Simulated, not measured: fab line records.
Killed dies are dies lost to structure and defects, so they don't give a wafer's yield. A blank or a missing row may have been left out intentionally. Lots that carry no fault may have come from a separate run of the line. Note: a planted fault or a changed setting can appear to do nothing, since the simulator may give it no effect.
Which tool was responsible? | flow sky130 | 11 lots, 33 wafers sampled, at 2 steps of a route of 708

== WHAT THE GAUGES READ, wafer by wafer ==
SKY_LI_CONTACT_RS_MEAS_22: a four-point-probe measurement.
lot  | measured     | on            | LI_CONTACT_W_RS (ohm/sq)
L523 | day 30 06:40 | film-metro-01 | 0.283 0.289 0.283
L526 | day 30 22:22 | film-metro-03 | 0.284 0.285 0.287
L528 | day 32 00:43 | film-metro-01 | 0.290 0.285 0.288
L529 | day 32 02:59 | film-metro-02 | 0.278 0.277 0.276
L530 | day 32 04:13 | film-metro-03 | 0.283 0.282 0.287
L535 | day 33 19:59 | film-metro-01 | 0.528 0.519 0.524
L536 | day 34 03:46 | film-metro-02 | 0.274 0.280 0.276
L538 | day 34 19:22 | film-metro-03 | 0.521 0.522 0.536
L541 | day 35 12:51 | film-metro-03 | 0.282 0.275 0.282
L542 | day 35 22:52 | film-metro-02 | 0.285 0.284 0.280
L544 | day 36 13:34 | film-metro-01 | 0.279 0.279 0.281

== WHAT TOOL EACH LOT RAN ON (gives the tool, then ch and the chambers of the sampled wafers, and finally the start) ==
lot  | SKY_LI_CONTACT_CVD_21
L523 | cvd-w-02 ch 0,1, day 30 06:33
L526 | cvd-w-02 ch 0,1, day 30 22:13
L528 | cvd-w-02 ch 0,1, day 32 00:34
L529 | cvd-w-01 ch 0, day 32 02:46
L530 | cvd-w-02 ch 0,1, day 32 04:04
L535 | cvd-w-02 ch 0,1, day 33 19:52
L536 | cvd-w-01 ch 0,1, day 34 03:37
L538 | cvd-w-02 ch 0,1, day 34 19:15
L541 | cvd-w-01 ch 0,1, day 35 12:43
L542 | cvd-w-01 ch 0,1, day 35 22:45
L544 | cvd-w-01 ch 1, day 36 13:25
- SKY_LI_CONTACT_CVD_21: deposits W, target thk 400 nm, time 120.56 s.

== THE ANSWER, worked out from the rows above alone ==
Rule: the lots themselves supply what counts as usual. Put in order of their means at a reading, lots are off if they are a third of the lots or fewer, leave a main group of 4 or more, and stand apart from it by a gap of 3 or more times the standard deviation of the main group's means; of several such gaps the widest counts. A main group is skipped when, at the precision printed for the reading in the tables above, its means are all equal. Also off: a lot with no number at a reading for which 4 or more lots have one. Any other lot the step has rows for is counted as sound.
Off: L535, L538, seen at SKY_LI_CONTACT_RS_MEAS_22 (LI_CONTACT_W_RS). Mean 0.282 ohm/sq and standard deviation 0.0037 in the main group.
A tool fits if, at a process step before that reading, it ran every lot that is off, and no sound lot after the first of them. The gauges at SKY_LI_CONTACT_RS_MEAS_22 are tried like those tools. One candidate fits, namely cvd-w-02 at SKY_LI_CONTACT_CVD_21. Its last sound lot is L530 (day 32 04:04), its first lot that is off L535 (day 33 19:52): a fault that began between those two fits.

== WHAT THE SIMULATOR HAD INSERTED ==
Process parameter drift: cvd-w-02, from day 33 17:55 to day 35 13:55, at SKY_LI_CONTACT_CVD_21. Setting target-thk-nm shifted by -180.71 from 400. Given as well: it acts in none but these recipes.
Lots struck among those shown: L535, L538. The same result came from the rule above.
